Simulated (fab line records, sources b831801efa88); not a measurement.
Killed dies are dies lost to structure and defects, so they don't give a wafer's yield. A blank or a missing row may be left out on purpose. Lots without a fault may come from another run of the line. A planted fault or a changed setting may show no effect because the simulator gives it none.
One fault seen from 2 desks | flow gf180mcu | each desk has only its own numbers; what lay behind them comes last

THE TOOL OWNER'S DESK: furnace-02
The tool's own readings at GF_POLY_GATE_OXIDATION_16 (stabilise 600 s, purge 300 s, target thk 4 nm): means of the sampled wafers that have a number, for each lot that ran on this tool. A lot is out of limits, marked OUT, if its mean lies more than 4 standard deviations from the usual mean; the brackets give that distance.
Columns: A = ox_temp_c at GF_POLY_GATE_OXIDATION_16, usual 850.1 C; B = tube_center_temp_C_max at GF_POLY_GATE_OXIDATION_16, usual 852.2
lot  | first seen here | A     | B
L454 | day 9 02:12     | 850.0 | 852.1
L456 | day 9 12:02     | 849.5 | 852.4
L458 | day 10 02:00    | 850.1 | 852.2
L470 | day 14 06:23    | 850.0 | 852.2
L469 | day 14 09:31    | 850.5 | 852.1
This desk's finding: nothing out of limits on any of the 5 lots.

THE METROLOGY DESK
What the gauges read, lot by lot, whatever tool the lot ran on: means of the sampled wafers that have a number. A lot is out of limits, marked OUT, if its mean lies more than 4 standard deviations from the usual mean; the brackets give that distance. Of its 10 readings 7 are shown: those that lie furthest out on some lot.
Columns: A = cd_nm at GF_POLY_GATE_CD_MEAS_10, usual 280.0 nm; B = POLY_GATE_OXIDATION_THK at GF_POLY_GATE_THK_MEAS_17, usual 3.99 nm; C = cd_nm at GF_POLY_GATE_CD_MEAS_18, usual 280.1 nm; D = HV_LDD_OVL at GF_HV_LDD_OVL_MEAS_08, usual 1.4 nm; E = HV_LDD_TW at GF_HV_LDD_TW_MEAS_11, usual 2411; F = HV_LDD_01_OVL at GF_HV_LDD_OVL_MEAS_20, usual 1.1 nm; G = HV_LDD_2_TW at GF_HV_LDD_TW_MEAS_23, usual 1057
lot  | first seen here | A     | B    | C     | D   | E    | F   | G
L454 | day 8 23:32     | 280.1 | 4.00 | 281.0 | 1.1 | 2394 | 1.1 | 1051
L456 | day 9 11:38     | 279.4 | 3.92 | 280.7 | 1.5 | 2402 | 0.9 | 1052
L458 | day 10 00:31    | 281.7 | 3.96 | 282.6 | 4.3 | 2393 | 1.2 | 1060
L465 | day 12 23:52    | 281.6 | 3.96 | 278.6 | 2.1 | 2413 | 1.1 | 1061
L470 | day 14 05:57    | 282.7 | 3.98 | 282.9 | 1.6 | 2404 | 1.1 | 1059
L469 | day 14 08:10    | 280.0 | 4.06 | 281.3 | 2.4 | 2425 | 3.5 | 1059
This desk's finding: nothing out of limits on any of the 6 lots.

PUT TOGETHER
The tool owner's desk saw nothing out of limits.
The metrology desk saw nothing out of limits.

WHAT THE SIMULATOR HAD PUT IN
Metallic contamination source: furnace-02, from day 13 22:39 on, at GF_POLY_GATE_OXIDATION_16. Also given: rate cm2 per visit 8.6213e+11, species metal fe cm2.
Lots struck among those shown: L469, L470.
